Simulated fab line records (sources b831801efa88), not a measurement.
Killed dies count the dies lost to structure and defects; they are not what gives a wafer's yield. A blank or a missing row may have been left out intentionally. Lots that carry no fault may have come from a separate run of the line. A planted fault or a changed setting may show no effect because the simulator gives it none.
A struck lot beside a sound one :: flow sky130 :: 23 steps out of a route of 708
Sound: wafers L416.1, L416.4, L416.5. The struck wafers were L432.1, L432.3, L432.5. The cause is given at the end.
At each step with rows: each side's tool, then ch and its chambers, then its first start. Under that, the readings that differ: sound wafers :: struck wafers :: difference of the means :: sigmas: that difference in standard deviations of wafers without a fault.
alike: readings whose means differ by less than 2 such deviations, and words and numbers that are the same on both sides. not compared: withheld readings, readings that some wafer has no value for, bounds like >300 that may hide the same value, and numbers for which the record gives no deviation and whose values overlap.
Wherever a step has rows on one side only, a row that says differs or no value, or a row with sigmas, the two part there. Numbers that have no deviation but don't overlap get no sigmas and don't part them. A reading that every wafer of one side lacks parts them only if that side has two wafers or more.

first, 4 steps without rows for these wafers: SKY_LDD_HVP_SOFTBAKE_03 (time 60 s); SKY_LDD_HVP_EXPOSE_04 (exposes mask HVPTM, target cd 700 nm); SKY_LDD_HVP_PEB_05; SKY_LDD_HVP_DEVELOP_06 (develop time 60 s).
SKY_LDD_HVP_OVL_MEAS_07:
  sound on overlay-02 at day 21 23:31; struck on overlay-01 at day 27 23:08
  alike: LDD_HVP_OVL
next, for these wafers, 1 step has no rows: SKY_LDD_HVP_IMPLANT_08.
SKY_LDD_HVP_STRIP_09: strips in O2/N2.
  sound on plasma asher-01 ch 0,1, day 21 23:42; struck on plasma asher-03 ch 0,1, day 27 23:19
  alike: drypump motor current A, o2 flow sccm, oes product au, strip time to endpoint s
  not compared: rf hours counter h
SKY_LDD_HVP_TW_MEAS_10:
  sound on film metro-01 at day 21 23:48; struck on film metro-03 at day 27 23:25
  alike: LDD_HVP_TW
then, 4 steps without rows for these wafers: SKY_LDD_LDN_DEHYDRATE_00 (time 60 s); SKY_LDD_LDN_HMDS_01 (prime time 60 s); SKY_LDD_LDN_COAT_02 (resist thk 1140 nm); SKY_LDD_LDN_SOFTBAKE_03 (time 60 s).
SKY_LDD_LDN_EXPOSE_04: exposes mask LDNTM, target cd 700 nm.
  sound on iline stepper-02 ch 0, day 22 14:59; struck on iline stepper-02 ch 0, day 28 13:23
reading: mask
sound: LDNTM#0 LDNTM#0 LDNTM#0
struck: HVPTM#0 HVPTM#0 HVPTM#0
difference: differs
sigmas: 
then, 2 steps without rows for these wafers: SKY_LDD_LDN_PEB_05; SKY_LDD_LDN_DEVELOP_06 (develop time 60 s).
SKY_LDD_LDN_OVL_MEAS_07:
  sound on overlay-01 at day 23 06:40; struck on overlay-01 at day 29 02:44
reading: LDD_LDN_OVL (nm)
sound: 0.0 -0.3 0.5
struck: - - -
difference: no value on the struck wafers
sigmas: 
then, 4 steps without rows for these wafers: SKY_LDD_LDN_IMPLANT_08; SKY_LDD_LDN_IMPLANT_09; SKY_LDD_LDN_IMPLANT_10; SKY_LDD_LDN_IMPLANT_11.
SKY_LDD_LDN_STRIP_12: strips in O2/N2.
  sound on plasma asher-03 ch 0,1, day 23 07:18; struck on plasma asher-04 ch 0,1, day 29 03:22
  alike: drypump motor current A, o2 flow sccm, oes product au, strip time to endpoint s
  not compared: rf hours counter h
SKY_LDD_LDN_TW_MEAS_13:
  sound on film metro-01 at day 23 07:24; struck on film metro-01 at day 29 03:28
reading: LDD_LDN_TW
sound: 1477 1484 1484
struck: 30 30 30
difference: -1452
sigmas: -99 or more
then, 1 step without rows for these wafers: SKY_LDD_LDN_CLEAN_14 (cleans in SC1/SC2, time 150 s).

WHERE THEY PART
First at SKY_LDD_LDN_EXPOSE_04; last, within this record, at SKY_LDD_LDN_TW_MEAS_13.

WHY: the cause the simulator had injected
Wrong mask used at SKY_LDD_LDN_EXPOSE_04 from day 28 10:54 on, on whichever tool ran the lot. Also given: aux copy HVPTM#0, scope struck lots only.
